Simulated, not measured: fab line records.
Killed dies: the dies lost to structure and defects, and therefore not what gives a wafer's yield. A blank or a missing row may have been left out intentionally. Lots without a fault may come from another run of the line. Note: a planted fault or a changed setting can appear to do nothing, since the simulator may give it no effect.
Matching of chambers + flow sky130 + SKY_PAD_OPEN_ETCH_07 on rie_diel-01: 4 sister chambers
The step etches the open film in CF4/O2, stops on AlCu, target depth 725 nm, time 161.1 s. 4 wafers are shown with their chamber, then 7 later ones without.

## WAFERS PAIRED WITH THEIR CHAMBERS
| wafer  | chamber | oes_product_au (a.u.) |
|--------|---------|-----------------------|
| L661.5 | 0       | 0.987                 |
| L661.6 | 1       | 0.999                 |
| L663.3 | 2       | 0.965                 |
| L663.4 | 3       | 0.968                 |

## WAFERS WITH NO CHAMBER GIVEN
| wafer  | oes_product_au (a.u.) |
|--------|-----------------------|
| L663.5 | 0.977                 |
| L665.3 | 0.986                 |
| L665.4 | 0.973                 |
| L665.5 | 0.973                 |
| L670.2 | 0.973                 |
| L670.3 | 0.980                 |
| L670.5 | 0.985                 |

## THE CHAMBER EACH PASSED THROUGH
| wafer  | from the rows above          | in truth                   |
|--------|------------------------------|----------------------------|
| L663.5 | can't be placed: 3 or 0 or 2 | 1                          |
| L665.3 | 0                            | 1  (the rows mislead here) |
| L665.4 | can't be placed: 3 or 2 or 0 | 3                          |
| L665.5 | can't be placed: 3 or 2 or 0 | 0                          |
| L670.2 | can't be placed: 3 or 2 or 0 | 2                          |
| L670.3 | can't be placed: 0 or 3 or 2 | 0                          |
| L670.5 | 0                            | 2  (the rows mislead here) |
Placed correctly: 0 of 7. Cannot be placed on the basis of these rows: 5; the candidates contain the true chamber in 4. Placed wrongly: 2.
How it was worked out, from the rows above alone: a wafer's distance from a chamber is the root of the sum, over the readings, of the square of ((its reading less the chamber's mean) divided by the reading's scatter). If the next closest chamber is less than 2 further off than the closest, the wafer can't be placed; otherwise it belongs to the closest. The mean given for a chamber averages the wafers shown for that chamber. The scatter: with one shown wafer a chamber, the root of the mean of the squares of how far each hidden wafer lies from its nearest shown one.
